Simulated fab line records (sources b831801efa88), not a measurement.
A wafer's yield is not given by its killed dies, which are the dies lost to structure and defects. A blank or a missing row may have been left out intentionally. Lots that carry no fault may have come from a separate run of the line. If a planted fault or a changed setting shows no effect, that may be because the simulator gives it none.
fab line records -- flow sky130
[record] lots = 5, wafers = 15, lastDay = 50
route steps=708 shown VIA3@591 METAL4@598 CAP2M@603 PAD_OPEN@708
lots with no fault: from the same line, run without faults
startH: start of the lot's first displayed wafer, in hours after the record's first day -- waitH: hours from the lot's prior step to this one -- " unchanged from the row above -- L1.1+2: a single row standing in for several wafers -- - either no value or no given start -- * or withheld: withheld -- < > ~ a bound
route shown NAME@n: NAME is a module with steps in the file, n the number in the route of the first one -- usual: mean and standard deviation over wafers with no fault -- same: alike in all rows -- chamber/n: place in a boat -- sites: readings site by site -- _std_site: standard deviation across them -- _edge_site: inner sites' mean taken away from outer sites' mean -- radiusMm: how far each site lies from the wafer's centre -- mask NAME#n: copy n -- behind: tool/chamber where the wafer was last shaped -- hold: the reason the lot was held/the length of the hold in hours/how it ended -- device: transistor that didn't switch, given as n, p or np -- end of line: the route-end tests of the same wafers -- for a step that has no rows: nothing shown but its recipe -- killed: dies lost to structure and defects at the first sort, not the wafer's yield -- map: a wafer's dies, x killed, . not, _ none there
set.NAME: the setting the step ran with; set.NAME@STEP: the setting that earlier step ran with -- model.NAME: the simulator's own value behind a step, which no gauge read
lots seen at some steps along the route; tables by step, rows by wafer
services: when a tool's chamber went out of use (startH, in hours from the record's first day, below 0 if earlier), for how many hours, and the reason
[[steps]]
[step SKY_VIA3_CLEAN_18]
[recipe] chemistry = IPA, timeS = 180, tempC = 25
[step SKY_VIA3_CLEAN_19]
[recipe] chemistry = O3/DIW, dry = n2Spin
[step SKY_VIA3_SPUTTER_20]
[recipe] material = TiN, targetThkNm = 20, chamberPressurePa = 5, powerW = 4000, timeS = 80
[step SKY_VIA3_CVD_21]
[recipe] material = W, targetThkNm = 390, timeS = 117.31, tempC = 400, pressureTorr = 40
[step SKY_VIA3_CMP_24]
[recipe] stopOn = SiO2, tOverpolishS = 20, downForcePsi = 3.5, platenRpm = 60, targetThkNm = 0, padVelocityMS = 0.94248
[step SKY_METAL4_SPUTTER_00]
[recipe] material = Ti, targetThkNm = 15, powerW = 3000, timeS = 10, chamberPressurePa = 0.4
[step SKY_METAL4_SPUTTER_01]
[recipe] material = TiN, targetThkNm = 20, powerW = 6500, timeS = 16.7, chamberPressurePa = 0.4
[step SKY_METAL4_SPUTTER_02]
[recipe] material = AlCu, targetThkNm = 735, powerW = 10600, timeS = 39.1, chamberPressurePa = 0.4
[step SKY_METAL4_SPUTTER_03]
[recipe] material = Ti, targetThkNm = 5, powerW = 3000, timeS = 3.3, chamberPressurePa = 0.4
[step SKY_METAL4_SPUTTER_04]
[recipe] material = TiN, targetThkNm = 70, powerW = 6500, timeS = 58.3, chamberPressurePa = 0.4
[step SKY_CAP2M_CVD_00]
[recipe] material = SiO2, targetThkNm = 15.5, tempC = 400, timeS = withheld, rfW = 450
[usual] heaterPowerW = 737/92
lot.wafer,tool,chamber,startH,waitH,heaterPowerW
L196.1,pecvd-04,0,962.38,0.0,872
L196.2,pecvd-04,2,962.38,0.0,828
L196.5,pecvd-04,0,962.38,0.0,846
L200.4,pecvd-04,0,984.80,0.0,860
L200.5,pecvd-04,2,984.80,0.0,815
L200.6,pecvd-04,1,984.80,0.0,692
L202.1,pecvd-04,2,1012.17,0.0,853
L202.5,pecvd-04,0,1012.17,0.0,825
L202.6,pecvd-04,2,1012.17,0.0,844
L204.3,pecvd-04,2,1019.96,0.0,903
L204.5,pecvd-04,0,1019.96,0.0,810
L204.6,pecvd-04,2,1019.96,0.0,906
L214.1,pecvd-01,1,1076.94,0.0,736
L214.4,pecvd-01,2,1076.94,0.0,692
L214.6,pecvd-01,0,1076.94,0.0,765
[step SKY_CAP2M_THK_MEAS_01]
[recipe] reads = SiO2_of_CAP2M_CVD_00
[usual] CAP2M_CVD_00_THK = 15.56/0.22
lot.wafer,tool,chamber,startH,waitH,CAP2M_CVD_00_THK[nm]
L196.1,filmMetro-01,-,962.40,-,14.98
L196.2,filmMetro-01,-,962.40,-,15.38
L196.5,filmMetro-01,-,962.40,-,15.68
L200.4,filmMetro-03,-,984.84,-,15.27
L200.5,filmMetro-03,-,984.84,-,14.04
L200.6,filmMetro-03,-,984.84,-,15.40
L202.1,filmMetro-02,-,1012.20,-,13.78
L202.5,filmMetro-02,-,1012.20,-,15.47
L202.6,filmMetro-02,-,1012.20,-,13.91
L204.3,filmMetro-02,-,1020.00,-,13.89
L204.5,filmMetro-02,-,1020.00,-,15.49
L204.6,filmMetro-02,-,1020.00,-,13.92
L214.1,filmMetro-02,-,1076.96,-,15.40
L214.4,filmMetro-02,-,1076.96,-,15.89
L214.6,filmMetro-02,-,1076.96,-,15.85
[step SKY_CAP2M_SPUTTER_02]
[recipe] material = TiN, targetThkNm = 200, tempC = 300, powerW = 6500, timeS = 166.7, chamberPressurePa = 0.4
[step SKY_CAP2M_DEHYDRATE_05]
[recipe] tempC = 200, timeS = 60
[step SKY_CAP2M_HMDS_06]
[recipe] primeTimeS = 60, primeTempC = 120
[step SKY_CAP2M_COAT_07]
[recipe] resist = NOVOLAK, spinRpm = 3000, resistThkNm = 1140
[step SKY_CAP2M_SOFTBAKE_08]
[recipe] tempC = 90, timeS = 60, resist = NOVOLAK
[step SKY_CAP2M_EXPOSE_09]
[recipe] maskId = CAP2M, na = 0.6, sourceShape = conventional, sigmaOuter = 0.6, polarization = unpolarized, targetCdNm = 1000, doseMj = 159
[step SKY_CAP2M_PEB_10]
[recipe] tempC = withheld, timeS = *, resist = NOVOLAK
[step SKY_CAP2M_DEVELOP_11]
[recipe] resist = NOVOLAK, developer = TMAH, developTimeS = 60, devTempC = 23
[step SKY_CAP2M_METAL_ETCH_13]
[recipe] targetDepthNm = 220, stopOn = SiO2, chemistry = Cl2/BCl3, target = TiN, pressureMtorr = 10, icpW = 900, biasW = 48.5, Cl2_flow_sccm = 60, bcl3FlowSccm = 30, timeS = 62.9
[step SKY_CAP2M_STRIP_14]
[recipe] chemistry = O2/N2, powerW = 1400, pressureMtorr = 1500, platenTempC = withheld, o2FlowSccm = 3000, n2FlowSccm = 300, overashFraction = 0.5
[step SKY_CAP2M_STRIP_15]
[recipe] chemistry = postEtchResidueRemover, timeS = 1200, tempC = 72.5
[step SKY_CAP2M_CLEAN_16]
[recipe] chemistry = IPA, timeS = 180, tempC = 25
[step SKY_CAP2M_CLEAN_17]
[recipe] chemistry = O3/DIW, dry = n2Spin
[step SKY_METAL4_DEHYDRATE_05]
[recipe] tempC = 200, timeS = 60
[step SKY_METAL4_HMDS_06]
[recipe] primeTimeS = 60, primeTempC = 120
[step SKY_METAL4_COAT_07]
[recipe] resist = BARC, tempC = withheld, timeS = withheld, spinRpm = 3000, resistThkNm = 60
[step SKY_METAL4_COAT_08]
[recipe] resist = KrF-thick, spinRpm = 3000, resistThkNm = 1140
[step SKY_METAL4_SOFTBAKE_09]
[recipe] tempC = 100, timeS = 90, resist = KrF-thick
[step SKY_METAL4_EXPOSE_10]
[recipe] maskId = MM4, na = 0.68, sourceShape = annular, sigmaInner = 0.4, sigmaOuter = 0.8, targetCdNm = 300, doseMj = 28
[step SKY_METAL4_PEB_11]
[recipe] pebTempC = withheld, pebTimeS = withheld, resist = KrF-thick
[step SKY_METAL4_DEVELOP_12]
[recipe] developTimeS = 60, resist = KrF-thick, devTempC = 21
[step SKY_METAL4_DESCUM_15]
[recipe] chemistry = O2, sourcePowerW = 150, biasPowerW = 0, pressureMtorr = 10, tempC = 40, timeS = 8
[step SKY_METAL4_ETCH_16]
[recipe] chemistry = N2/H2, target = BARC, ionEnergyEv = 200, biasW = 100, pressureMtorr = 30, n2FlowSccm = 100, h2FlowSccm = 200, icpW = 500, stopOn = SiO2, timeS = 88.2, targetDepthA = 600
[step SKY_METAL4_ETCH_17]
[recipe] target = SiO2, stopOn = TiN, chemistry = C4F8/O2/Ar, sourceW = 1500, biasW = 1200, pressureMtorr = 40, c4f8FlowSccm = withheld, O2_flow_sccm = 6, Ar_flow_sccm = 300, timeS = 3.9, targetDepthA = 150
[usual] biasW = 1200/3.9, oesProductAu = 0.756/0.0071
lot.wafer,tool,chamber,startH,waitH,biasW,oesProductAu,rfHoursCounterH
L196.1,rieDiel-02,2,1011.05,0.1,1205,0.747,9
L196.2,rieDiel-02,0,1011.05,0.1,1201,0.758,12
L196.5,rieDiel-02,3,1011.05,0.1,1195,0.754,-
L200.4,rieDiel-01,2,1031.06,0.0,1198,0.748,10
L200.5,rieDiel-01,3,1031.06,0.0,1198,0.715,-
L200.6,rieDiel-01,2,1031.06,0.0,1205,0.753,-
L202.1,rieDiel-03,0,1057.62,0.1,1196,0.715,18
L202.5,rieDiel-03,0,1057.62,0.1,1196,0.750,-
L202.6,rieDiel-03,3,1057.62,0.1,1203,0.714,-
L204.3,rieDiel-02,2,1064.56,0.0,1206,0.716,11
L204.5,rieDiel-02,3,1064.56,0.0,1204,0.752,-
L204.6,rieDiel-02,2,1064.56,0.0,1198,0.716,-
L214.1,rieDiel-03,3,1118.80,0.1,1205,0.750,18
L214.4,rieDiel-03,0,1118.80,0.1,1197,0.768,21
L214.6,rieDiel-03,3,1118.80,0.1,1209,0.766,-
[step SKY_PAD_OPEN_PROBE_99]
[usual] defectLimitedYield = 82.4/2.1, killed_at_M0_to_M3 = 43/7.4, killed_at_M4_up = 3.1/1.9, killedAtContacts = 25/5.4, killedAtFrontEnd = 15/4.3, killedAtOther = 0.3/0.54, killedDies = 86/10, killedOpen = 46/7.4, killedShort = 40/7
[same] grossDies = 492, killedAtBackSide = 0
lot.wafer,tool,chamber,startH,waitH,defectLimitedYield[%],killed_at_M0_to_M3,killed_at_M4_up,killedAtContacts,killedAtFrontEnd,killedAtOther,killedDies,killedOpen,killedShort,model.etest.tester.sortNPass,model.etest.tester.sort_bin_5_pct,model.etest.tester.sortYieldPct,model.etest.capMim2.cFfUm2RimLessCentre,model.etest.tester.sort_bin_8_pct,model.etest.tester.sort_bin_4_pct
L196.1,prober-01,-,1104.26,0.1,80.1,47,4,31,16,0,98,57,40,394,10.98,80.08,0.01114,0,0
L196.2,prober-01,-,1104.31,0.1,79.9,56,2,28,13,0,99,60,39,393,11.99,79.88,0.04198,0,0
L196.5,prober-01,-,1104.46,0.2,80.1,50,5,29,14,0,98,62,34,394,11.38,80.08,-0.0108,0,0
L200.4,prober-01,-,1121.57,0.2,83.1,37,3,30,13,0,83,43,40,409,8.74,83.13,-0.0188,0,0
L200.5,prober-01,-,1121.62,0.2,84.8,31,5,23,16,0,75,34,40,349,22.15,70.94,0.7838,1.879e-05,1.484e-13
L200.6,prober-01,-,1121.67,0.2,81.3,49,2,24,17,0,92,50,42,400,9.959,81.3,0.0004114,0,0
L202.1,prober-01,-,1144.19,0.1,77.4,58,3,27,23,0,111,58,52,317,26.42,64.43,0.7938,2.682e-06,0
L202.5,prober-01,-,1144.39,0.2,80.1,57,2,24,15,0,98,46,51,394,10.77,80.08,0.00419,0,0
L202.6,prober-01,-,1144.44,0.2,85.4,34,2,20,16,0,72,36,36,355,21.95,72.15,0.743,1.615e-08,0
L204.3,prober-01,-,1151.08,0.2,81.1,49,2,25,17,0,93,44,49,339,23.78,68.9,0.7304,1.892e-07,0
L204.5,prober-01,-,1151.18,0.2,79.7,52,0,38,10,0,100,59,41,392,13.41,79.67,0.008932,0,0
L204.6,prober-01,-,1151.23,0.2,82.9,45,0,25,13,1,84,53,30,345,23.37,70.12,0.7486,2.308e-08,0
L214.1,prober-01,-,1197.40,0.1,84.8,35,2,21,15,2,75,38,37,417,8.943,84.76,0.006414,0,0
L214.4,prober-01,-,1197.55,0.2,81.1,42,4,27,19,1,93,54,36,399,11.18,81.1,0.02405,0,0
L214.6,prober-01,-,1197.65,0.2,81.9,38,4,30,17,0,89,51,36,403,10.57,81.91,0.01191,0,0
// killed by level:class
L196.1 VIA3:geometricParticle:open=14 VIA1:geometricParticle:open=9 CONTACT:geometricParticle:short=9 CONTACT:geometricParticle:open=9 VIA2:geometricParticle:open=8 FIELD_ISO:geometricParticle:open=7 LI_CONTACT:geometricParticle:open=5 FIELD_ISO:geometricParticle:short=4
L196.2 CONTACT:geometricParticle:open=12 LI_CONTACT:geometricParticle:open=10 VIA3:geometricParticle:open=9 VIA2:geometricParticle:open=9 METAL3:geometricParticle:short=9 METAL1:geometricParticle:short=7 VIA1:geometricParticle:open=7 POLY_GATE:geometricParticle:open=6
L196.5 CONTACT:geometricParticle:open=14 VIA1:geometricParticle:open=13 VIA3:geometricParticle:open=9 LI_CONTACT:geometricParticle:open=7 VIA2:geometricParticle:open=6 FIELD_ISO:geometricParticle:open=5 LOCAL_INTERCONNECT:geometricParticle:short=4 METAL1:geometricParticle:short=4
L200.4 CONTACT:geometricParticle:open=10 VIA1:geometricParticle:open=8 LI_CONTACT:geometricParticle:open=7 VIA1:geometricParticle:short=6 FIELD_ISO:geometricParticle:short=5 FIELD_ISO:geometricParticle:open=5 LOCAL_INTERCONNECT:geometricParticle:short=5 CONTACT:geometricParticle:short=5
L200.5 VIA1:geometricParticle:open=8 LI_CONTACT:geometricParticle:open=7 FIELD_ISO:geometricParticle:short=6 CONTACT:geometricParticle:open=6 METAL1:geometricParticle:short=5 METAL4:geometricParticle:short=5 VIA1:geometricParticle:short=4 LOCAL_INTERCONNECT:geometricParticle:short=4
L200.6 VIA2:geometricParticle:open=10 FIELD_ISO:geometricParticle:short=7 LI_CONTACT:geometricParticle:open=7 CONTACT:geometricParticle:open=7 METAL1:geometricParticle:short=7 VIA1:geometricParticle:short=6 VIA1:geometricParticle:open=6 VIA3:geometricParticle:open=6
L202.1 VIA1:geometricParticle:open=14 CONTACT:geometricParticle:open=13 VIA1:geometricParticle:short=9 VIA2:geometricParticle:open=9 FIELD_ISO:geometricParticle:short=8 METAL2:geometricParticle:short=7 CONTACT:geometricParticle:short=6 LI_CONTACT:geometricParticle:open=5
L202.5 VIA1:geometricParticle:open=13 CONTACT:geometricParticle:short=10 CONTACT:geometricParticle:open=8 VIA1:geometricParticle:short=8 VIA2:geometricParticle:open=8 METAL3:geometricParticle:short=7 FIELD_ISO:geometricParticle:open=6 VIA2:geometricParticle:short=5
L202.6 CONTACT:geometricParticle:open=8 VIA3:geometricParticle:open=7 CONTACT:geometricParticle:short=6 FIELD_ISO:geometricParticle:short=5 VIA1:geometricParticle:short=5 VIA1:geometricParticle:open=5 METAL1:geometricParticle:short=4 METAL2:geometricParticle:short=4
L204.3 VIA1:geometricParticle:open=9 CONTACT:geometricParticle:open=8 VIA2:geometricParticle:open=7 LOCAL_INTERCONNECT:geometricParticle:short=6 VIA1:geometricParticle:short=6 LI_CONTACT:geometricParticle:short=5 METAL1:geometricParticle:short=5 METAL3:geometricParticle:short=5
L204.5 CONTACT:geometricParticle:open=15 VIA1:geometricParticle:open=14 LI_CONTACT:geometricParticle:open=8 LI_CONTACT:geometricParticle:short=6 METAL1:geometricParticle:short=6 VIA1:geometricParticle:short=6 VIA2:geometricParticle:open=5 LOCAL_INTERCONNECT:geometricParticle:short=4
L204.6 VIA1:geometricParticle:open=13 LI_CONTACT:geometricParticle:open=8 CONTACT:geometricParticle:open=8 VIA2:geometricParticle:open=7 VIA3:geometricParticle:open=5 POLY_GATE:geometricParticle:open=4 POLY_GATE:geometricParticle:short=4 LI_CONTACT:geometricParticle:short=4
L214.1 CONTACT:geometricParticle:open=9 VIA1:geometricParticle:open=9 METAL1:geometricParticle:short=8 FIELD_ISO:geometricParticle:open=5 CONTACT:geometricParticle:short=5 VIA2:geometricParticle:open=5 FIELD_ISO:geometricParticle:short=4 METAL2:geometricParticle:short=4
L214.4 VIA1:geometricParticle:open=12 CONTACT:geometricParticle:open=11 LI_CONTACT:geometricParticle:open=8 METAL2:geometricParticle:short=8 FIELD_ISO:geometricParticle:short=6 VIA3:geometricParticle:open=5 METAL1:geometricParticle:short=4 POLY_GATE:geometricParticle:short=3
L214.6 CONTACT:geometricParticle:open=15 LI_CONTACT:geometricParticle:open=8 VIA1:geometricParticle:open=8 METAL1:geometricParticle:short=5 POLY_GATE:geometricParticle:open=5 VIA2:geometricParticle:open=5 FIELD_ISO:geometricParticle:short=4 METAL2:geometricParticle:short=4
[[services]]
tool,chamber,startH,hours,kind
rieDiel-03,-,938.95,2.8,pm
rieDiel-01,3,944.06,4.6,repair
rieDiel-02,0,950.75,7.5,repair
pecvd-04,0,954.16,5.5,scheduledDown
rieDiel-02,3,959.75,7.5,repair
rieDiel-02,0,961.73,7.6,repair
pecvd-04,1,964.16,5.5,scheduledDown
rieDiel-03,1,965.04,5.9,repair
rieDiel-01,3,969.95,8.9,repair
rieDiel-02,-,970.00,2.8,pm
rieDiel-01,1,974.40,8.9,repair
rieDiel-01,-,984.11,14.6,pm
rieDiel-02,1,984.71,122.1,repair
pecvd-04,0,998.34,12.1,repair
rieDiel-03,3,1009.27,4.5,repair
rieDiel-02,2,1012.39,7.3,repair
rieDiel-02,0,1016.00,9.5,repair
rieDiel-01,1,1023.51,2.0,repair
rieDiel-03,-,1031.84,0.9,repair
rieDiel-02,-,1039.46,0.7,repair
pecvd-01,-,1044.52,6.0,pm
rieDiel-01,3,1055.79,7.7,repair
pecvd-04,-,1059.26,0.3,repair
rieDiel-01,1,1060.84,11.3,repair
[[key]]
[firstSign] step = SKY_CAP2M_THK_MEAS_01, reading = CAP2M_CVD_00_THK, direction = down, sigmas = 7.5, usual = 15.56, struck = 13.91
[effect] step = SKY_METAL4_ETCH_17, reading = oesProductAu, direction = down, sigmas = 5.8, usual = 0.756, struck = 0.715
[modelEffect] step = SKY_PAD_OPEN_PROBE_99, value = etest.tester.sortNPass, without = 405, struck = 341
metAt SKY_CAP2M_CVD_00
struckWafers L200.5,L202.1,L202.6,L204.3,L204.6
onsetBetween 962.38 984.80
[fault] kind = siteProfileDrift, tool = pecvd-04, chamber = 2, onsetH = 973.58, steps = SKY_CAP2M_CVD_00, basis = fraction, maxAbsDrift = 0.2275, slopeSharePerHr = 50.556, sitePattern = 0,0,0,0,0,-1,-1,-1,-1
